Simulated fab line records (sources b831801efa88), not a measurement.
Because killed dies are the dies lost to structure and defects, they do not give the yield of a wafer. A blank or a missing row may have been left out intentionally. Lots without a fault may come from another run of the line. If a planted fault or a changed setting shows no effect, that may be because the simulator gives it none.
Which of the tools did it?    flow sky130    Sampling: 12 lots, 36 wafers, 6 of 708 route steps

WHAT THE GAUGES SHOWED, per wafer
SKY_CONTACT_THK_MEAS_01.
lot   measured      on            CONTACT_CVD_00_THK (nm)
L369  day 30 02:52  filmMetro-04  74.1 74.5 75.3
L371  day 30 20:21  filmMetro-01  73.8 74.0 75.9
L372  day 31 01:57  filmMetro-04  74.2 75.4 75.1
L374  day 33 05:25  filmMetro-01  74.3 75.8 76.0
L376  day 33 08:45  filmMetro-01  75.4 74.2 75.9
L377  day 33 10:53  filmMetro-01  74.7 77.0 76.4
L379  day 33 14:31  filmMetro-01  75.1 75.2 76.4
L378  day 33 17:43  filmMetro-01  74.5 74.2 75.4
L388  day 37 07:35  filmMetro-03  74.3 74.6 75.7
L390  day 37 21:02  filmMetro-03  75.0 77.1 75.9
L391  day 37 21:35  filmMetro-03  74.0 74.3 76.1
L392  day 38 17:59  filmMetro-01  73.4 73.3 73.9

SKY_CONTACT_THK_MEAS_03.
lot   measured      on            CONTACT_HDPCVD_THK (nm)
L369  day 30 02:59  filmMetro-01  565 564 566
L371  day 30 20:29  filmMetro-03  556 568 565
L372  day 31 02:05  filmMetro-01  567 566 567
L374  day 33 05:34  filmMetro-03  563 563 570
L376  day 33 08:53  filmMetro-04  568 566 567
L377  day 33 11:01  filmMetro-04  1012 1010 1010
L379  day 33 14:38  filmMetro-04  1004 1003 1014
L378  day 33 17:51  filmMetro-04  1014 1011 1020
L388  day 37 07:46  filmMetro-01  563 561 565
L390  day 37 21:10  filmMetro-01  555 561 567
L391  day 37 21:43  filmMetro-04  564 567 565
L392  day 38 18:07  filmMetro-03  560 563 555

SKY_CONTACT_CD_MEAS_14: the cd target is 170 nm.
lot   measured      on        cdNm (nm)
L369  day 31 06:26  cdSem-01  169.3 172.2 171.4
L371  day 32 00:25  cdSem-02  169.0 170.9 169.3
L372  day 32 05:13  cdSem-01  169.2 167.8 169.1
L374  day 34 08:44  cdSem-01  168.8 167.7 166.8
L376  day 34 11:31  cdSem-01  169.8 171.3 170.7
L377  day 34 13:59  cdSem-02  170.4 169.7 171.1
L379  day 34 17:25  cdSem-02  171.0 170.3 169.9
L378  day 34 21:04  cdSem-02  170.8 168.1 169.6
L388  day 38 10:05  cdSem-01  170.5 169.6 170.2
L390  day 38 23:15  cdSem-01  169.6 170.3 169.6
L391  day 38 23:37  cdSem-01  171.8 171.1 172.9
L392  day 39 19:22  cdSem-01  171.1 170.0 170.6

WHAT TOOL EACH LOT RAN ON (gives the tool, then ch and the chambers of the sampled wafers, and finally the start)
lot   SKY_LI_CONTACT_SPUTTER_20    SKY_CONTACT_HDPCVD_02             SKY_CONTACT_CMP_04
L369  pvdSputter-03, day 28 22:35  hdpcvd-01 ch 0,1, day 30 02:55    cmp-01 ch 1,2,3, day 30 03:02
L371  pvdSputter-03, day 29 15:13  hdpcvd-02 ch 0,2, day 30 20:25    cmp-02 ch 0,2,3, day 30 20:35
L372  pvdSputter-02, day 29 20:44  hdpcvd-01 ch 1,2, day 31 02:01    cmp-02 ch 2,3, day 31 02:08
L374  pvdSputter-03, day 32 01:21  hdpcvd-01 ch 0,2, day 33 05:28    cmp-01 ch 2,3, day 33 05:40
L376  pvdSputter-02, day 32 03:37  hdpcvd-01 ch 0,1,2, day 33 08:49  cmp-02 ch 0,2,3, day 33 08:56
L377  pvdSputter-03, day 32 05:31  hdpcvd-01 ch 0,2, day 33 10:56    cmp-02 ch 0,1,3, day 33 11:13
L379  pvdSputter-02, day 32 09:58  hdpcvd-01 ch 0,2, day 33 14:34    cmp-02 ch 0,2, day 33 14:45
L378  pvdSputter-02, day 32 12:42  hdpcvd-01 ch 0,2, day 33 17:47    cmp-01 ch 2,3, day 33 17:55
L388  pvdSputter-02, day 36 04:36  hdpcvd-01 ch 0,1, day 37 07:38    cmp-02 ch 0,2,3, day 37 07:49
L390  pvdSputter-03, day 36 17:27  hdpcvd-01 ch 1,2, day 37 21:04    cmp-02 ch 0,1,2, day 37 21:18
L391  pvdSputter-02, day 36 18:10  hdpcvd-01 ch 0,2, day 37 21:39    cmp-02 ch 2,3, day 37 21:48
L392  pvdSputter-02, day 37 14:22  hdpcvd-01 ch 0,1,2, day 38 18:02  cmp-02 ch 0,1,3, day 38 18:10
- SKY_LI_CONTACT_SPUTTER_20: material TiN, target thk 20 nm, time 80 s.
- SKY_CONTACT_HDPCVD_02: deposits SiO2, target thk 565 nm, time 94.2 s.
- SKY_CONTACT_CMP_04: polishes SiO2.

AS READ BY THE TOOLS THEMSELVES (means over the sampled wafers that have a number; for cases with no such wafer, the mark the record gives instead)
SKY_LI_CONTACT_SPUTTER_20.
lot   tool           throttleValvePct (%)
L369  pvdSputter-03  30.3
L371  pvdSputter-03  29.9
L372  pvdSputter-02  29.8
L374  pvdSputter-03  29.2
L376  pvdSputter-02  29.5
L377  pvdSputter-03  30.5
L379  pvdSputter-02  29.2
L378  pvdSputter-02  29.7
L388  pvdSputter-02  29.6
L390  pvdSputter-03  29.1
L391  pvdSputter-02  29.7
L392  pvdSputter-02  29.6

SKY_CONTACT_HDPCVD_02.
lot   tool       sih4FlowSccm (sccm)
L369  hdpcvd-01  60.16
L371  hdpcvd-02  60.06
L372  hdpcvd-01  60.20
L374  hdpcvd-01  59.97
L376  hdpcvd-01  59.95
L377  hdpcvd-01  60.01
L379  hdpcvd-01  60.03
L378  hdpcvd-01  59.77
L388  hdpcvd-01  60.10
L390  hdpcvd-01  60.11
L391  hdpcvd-01  60.02
L392  hdpcvd-01  59.98

SKY_CONTACT_CMP_04.
lot   tool    motorCurrentA (A)  timeToEndpointS (s)
L369  cmp-01  12.0               81
L371  cmp-02  11.4               82
L372  cmp-02  11.6               85
L374  cmp-01  11.9               79
L376  cmp-02  12.0               88
L377  cmp-02  11.2               251
L379  cmp-02  11.9               251
L378  cmp-01  12.2               236
L388  cmp-02  11.6               86
L390  cmp-02  11.5               84
L391  cmp-02  11.7               84
L392  cmp-02  11.1               84

THE ANSWER, worked out from the rows above alone
Rule: the lots themselves supply what counts as usual. The widest of any qualifying gaps counts: lots, ordered by their means at a reading, are off when they make up no more than a third of the lots, leave a main group of 4 or more, and stand apart from it by 3 or more times the standard deviation of that group's means. Not used: any main group whose means are identical at the precision the tables above print for the reading. A lot without any number at a reading at which 4 lots or more have one is off too. All remaining lots with rows at the step are treated as sound. First the gauges in route order, then the tools' own readings, where a lot's mean is used as printed above. At the first step where some lot is off, the reading lying furthest off is the one used; lots without a number count as furthest.
Off: L377, L379, L378, at SKY_CONTACT_THK_MEAS_03 (CONTACT_HDPCVD_THK). Main group: mean 564 nm, sd 2.4.
If a tool, at a process step before that reading, ran all the lots that are off and no sound lot after the first of them, it fits. The gauges at SKY_CONTACT_THK_MEAS_03 aren't tried: what is off there is off at SKY_CONTACT_CMP_04 too, on other tools, and a gauge's error can't cause that. No candidate that was tried fits.

WHAT THE SIMULATOR HAD INSERTED
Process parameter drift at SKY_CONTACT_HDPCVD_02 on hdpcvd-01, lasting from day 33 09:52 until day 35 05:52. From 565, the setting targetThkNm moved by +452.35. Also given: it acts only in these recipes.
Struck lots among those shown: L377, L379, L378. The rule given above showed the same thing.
